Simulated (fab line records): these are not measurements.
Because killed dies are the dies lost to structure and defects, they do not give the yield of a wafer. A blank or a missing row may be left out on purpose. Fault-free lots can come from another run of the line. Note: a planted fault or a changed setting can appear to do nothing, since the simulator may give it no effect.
Matching of chambers -- flow sky130 -- cmp-02 running SKY_LI_CONTACT_CMP_24: 4 sister chambers
The step polishes, stops on PSG, t overpolish 20 s, target thk 0 nm. 8 wafers are shown with their chamber, then 12 later ones without.

## WAFERS WITH THEIR CHAMBER
wafer,chamber,motor-current-A (A),time-to-endpoint-s (s)
L084.6,1,11.1,103
L086.3,3,9.4,94
L086.6,3,9.6,95
L087.3,0,11.1,107
L087.6,2,11.5,102
L088.1,2,12.3,101
L088.2,1,10.0,96
L088.5,0,11.3,107

## WAFERS WITH NO CHAMBER GIVEN
wafer,motor-current-A (A),time-to-endpoint-s (s)
L089.1,10.6,100
L089.4,12.1,101
L089.6,9.6,102
L090.4,10.5,99
L090.5,12.2,100
L090.6,9.7,99
L093.2,11.2,104
L093.4,10.5,95
L093.6,10.2,100
L096.3,11.4,102
L096.4,9.8,98
L096.6,10.8,101

## EACH ONE'S CHAMBER
wafer,from the rows above,in truth
L089.1,1,1
L089.4,2,2
L089.6,can't be placed: 1 or 3 or 0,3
L090.4,1,1
L090.5,2,2
L090.6,can't be placed: 1 or 3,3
L093.2,can't be placed: 0 or 2 or 1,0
L093.4,can't be placed: 1 or 3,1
L093.6,can't be placed: 1 or 3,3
L096.3,can't be placed: 2 or 1 or 0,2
L096.4,can't be placed: 3 or 1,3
L096.6,can't be placed: 1 or 2 or 0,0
Placed correctly: 4 of 12. From these rows, 8 cannot be placed; in 8 the true chamber is one of the candidates. Wrongly placed: 0.
How it was worked out, from the rows above alone: a wafer's distance from a chamber is the root of the sum, over the readings, of the square of ((its reading less the chamber's mean) divided by the reading's scatter). If the next closest chamber is less than 2 further off than the closest, the wafer can't be placed; otherwise it belongs to the closest. A chamber's mean is the mean of its shown wafers. The scatter is the square root of a quotient: the sum, over the shown wafers, of each reading's squared deviation from its chamber's mean, divided by wafers minus chambers.
